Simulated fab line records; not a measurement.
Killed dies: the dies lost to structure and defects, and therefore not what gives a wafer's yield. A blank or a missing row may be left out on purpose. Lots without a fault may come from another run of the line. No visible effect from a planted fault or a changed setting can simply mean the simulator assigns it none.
8D (eight disciplines) problem report, filled in by code    flow gf180mcu    the parts of the form that need people (team, actions taken, sign-off) are left out

1. PROBLEM STATEMENT
Across 5 wafers from 3 lots, V2_W_RS at GF_V2_RS_MEAS_24 averages 0.280 ohm/sq, while fault-free wafers read 0.322 ohm/sq with a standard deviation of 0.0045. That puts it -9.2 standard deviations away from the usual mean.
The step: measures by four-point-probe.
The first sign was on wafer L994.6 at day 21 04:56, on filmMetro-04. Wafers with a number at this step in the record: 33, from 11 lots. Rule for "out" (also "out of limits"): further than 4 standard deviations from the usual mean. All remaining wafers that have a number are taken as sound.

2. WHAT IT IS, WHAT IT ISN'T
question                     is                                      is not
which readings at this step  V2_W_RS                                 -
which lots                   L994, L995, L997                        L105, L107, L109, L110, L111, L112, L992, L996
which wafers of those lots   L994.6, L995.2, L995.4, L995.6, L997.5  L994.1, L994.5, L997.4, L997.6
read on which gauges         filmMetro-02, filmMetro-04              filmMetro-03
when                         from day 21 04:56                       up to then (5 sound wafers); but 23 sound wafers of L105, L107, L109, L110, L111, L112, L996, L997 came after

3. WHAT RULES OUT EACH SUSPECT
Counting: a tool at a process step up to the reading stays a suspect if it ran every lot that is out. Sound lots after the first of them don't rule it out here, since some wafers of a struck lot are sound.
- the gauge at GF_V2_RS_MEAS_24: ruled out. 2 gauges (filmMetro-02, filmMetro-04) read the wafers that are out.
- cvdW-02 at GF_V2_CVD_23 (deposits W, target thk 350 nm, time 104.94 s): kept. It ran every lot that is out, first L994 (day 21 04:49); its last sound lot up to then is L992 (day 20 11:34).
- At GF_V2_CVD_23 on cvdW-02, chamber 1 took the sound wafers of the same lots and chamber 0 took the wafers that are out.
The count leaves cvdW-02 at GF_V2_CVD_23.

4. THE CAUSE (what the simulator had put in)
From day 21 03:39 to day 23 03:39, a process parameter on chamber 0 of cvdW-02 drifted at GF_V2_CVD_23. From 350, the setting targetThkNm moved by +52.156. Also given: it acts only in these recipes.
The count eliminated every tool but this one.

5. SEQUENCE OF EFFECTS, ordered by route
Each row: a reading whose mean over the struck wafers that have a number lies more than 3 standard deviations from the usual. Readings are gone through only where the record gives a usual standard deviation; hours: the median, over the lots, of the time from a lot's start at the first step in this table giving one to that lot's start at this step; sigmas: the change measured in usual standard deviations.
hours  step               reading          usual         on struck wafers  change  sigmas
0      GF_V2_RS_MEAS_24   V2_W_RS          0.322 ohm/sq  0.280             -0.042  -9.2
0      GF_V2_THK_MEAS_25  V2_W_THK         361 nm        423               +62     +8.2
0      GF_V2_CMP_26       timeToEndpointS  88 s          101               +13     +3.9
Its process steps:
- GF_V2_CMP_26: polishes, stops on SiO2, t overpolish 15 s, target thk 0 nm.

6. WHAT WOULD HAVE CAUGHT IT SOONER
In this record the first reading out of limits at a measuring or inspecting step was taken at day 21 04:56, 1 hour after the fault began at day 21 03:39.
An alarm limit of 4 standard deviations would not have fired on the tool readings at GF_V2_CVD_23 for which the record gives a usual standard deviation, since none of them was out on any struck wafer.
Among the 3 lots that are out, L995, L997 began GF_V2_CVD_23 on cvdW-02 after day 21 04:56. A hold on the tool at that time would have spared those 2.
